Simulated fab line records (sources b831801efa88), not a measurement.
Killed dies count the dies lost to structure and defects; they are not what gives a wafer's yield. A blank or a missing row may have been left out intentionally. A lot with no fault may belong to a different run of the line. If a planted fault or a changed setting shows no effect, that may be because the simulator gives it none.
Comparing a struck lot with a sound one || flow sfq line || 14 steps out of a route of 325
Sound: these wafers, L691.1, L691.3, L691.4. Struck: wafer L699.2. (L699.1 of the same lot was not struck and is left out.) The cause comes at the end.
For every step that has rows: the tool of each side, followed by ch and its chambers, followed by its first start. Under that, the readings that differ: sound wafers || struck wafers || difference of the means || sigmas: that difference in standard deviations of wafers without a fault.
alike: readings whose means differ by less than 2 such deviations, and words and numbers that are the same on both sides. not compared: withheld readings, readings that some wafer has no value for, bounds like >300 that may hide the same value, and numbers for which the record gives no deviation and whose values overlap.
Wherever a step has rows on one side only, a row that says differs or no value, or a row with sigmas, the two part there. When numbers do not overlap yet have no deviation, they are printed without sigmas and do not part them. Lack of a reading on every wafer of one side parts them only where that side has two or more wafers.

first, 6 steps without rows for these wafers: SFQ_TRILAYER_M6_LITHO_COAT_164 (resist thk 62 nm); SFQ_TRILAYER_M6_LITHO_COAT_159 (resist thk 600 nm); SFQ_TRILAYER_M6_LITHO_SOFTBAKE_163; SFQ_TRILAYER_M6_LITHO_EXPOSE_160 (exposes mask M6, target cd 500 nm); SFQ_TRILAYER_M6_LITHO_PEB_162 (peb time 60 s); SFQ_TRILAYER_M6_LITHO_DEVELOP_161 (time 60 s).
SFQ_M6_OVL_MEAS_940:
  sound on overlay-02 at day 76 23:49; struck on overlay-02 at day 78 12:11
  alike: M6_OVL
SFQ_TRILAYER_M6_BARC_OPEN_METAL_ETCH_206: etches BARC in O2, target depth 125 nm, time 41.7 s.
  sound on rie metal-04 ch 1, day 76 23:51; struck on rie metal-04 ch 0, day 78 12:13
  alike: drypump motor current A, oes product au
  not compared: rf hours counter h
SFQ_TRILAYER_M6_ETCH_METAL_ETCH_162: etches Nb in Cl2/Ar, stops on SiO2, target depth 240 nm, time 120 s.
  sound on rie metal-04 ch 1, day 76 23:58; struck on rie metal-04 ch 0, day 78 12:16
  alike: drypump motor current A, oes product au
  not compared: rf hours counter h
SFQ_TRILAYER_M6_STRIP_STRIP_163: strips in O2.
  sound on rie metal-04 ch 1, day 77 00:13; struck on rie metal-04 ch 0, day 78 12:24
  alike: drypump motor current A, oes product au
  not compared: rf hours counter h
then, 1 step without rows for these wafers: SFQ_TRILAYER_M6_STRIP_SOLV_CLEAN_164 (cleans in NMP, time 600 s).
SFQ_TRILAYER_I6_DEP_PECVD_165: deposits SiO2 from SiH4/N2O, time 111.11 s, target thk 500 nm.
  sound on pecvd-01 ch 0,2, day 77 01:36; struck on pecvd-01 ch 2, day 78 13:10
  alike: heater power w, throttle valve pct
SFQ_TRILAYER_I6_CMP_CMP_166: polishes SiO2.
  sound on cmp-01 ch 0,2,3, day 77 04:35; struck on cmp-02 ch 1, day 79 00:56
{"reading": "time to endpoint s (s)", "sound": "223 209 217", "struck": 106, "difference": -110, "sigmas": -12}
  alike: motor current A
SFQ_I6_BOW_MEAS_941:
  sound on film metro-02 at day 77 07:35; struck on film metro-02 at day 79 02:56
  alike: I6_BOW

## WHERE THEY PART
SFQ_TRILAYER_I6_CMP_CMP_166 only, going by this record. Later steps at which nothing parts them and some readings are alike: SFQ_I6_BOW_MEAS_941.

WHY: what had been put in by the simulator
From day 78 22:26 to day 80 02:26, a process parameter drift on cmp-02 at SFQ_TRILAYER_I6_CMP_CMP_166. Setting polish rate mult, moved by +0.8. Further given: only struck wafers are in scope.
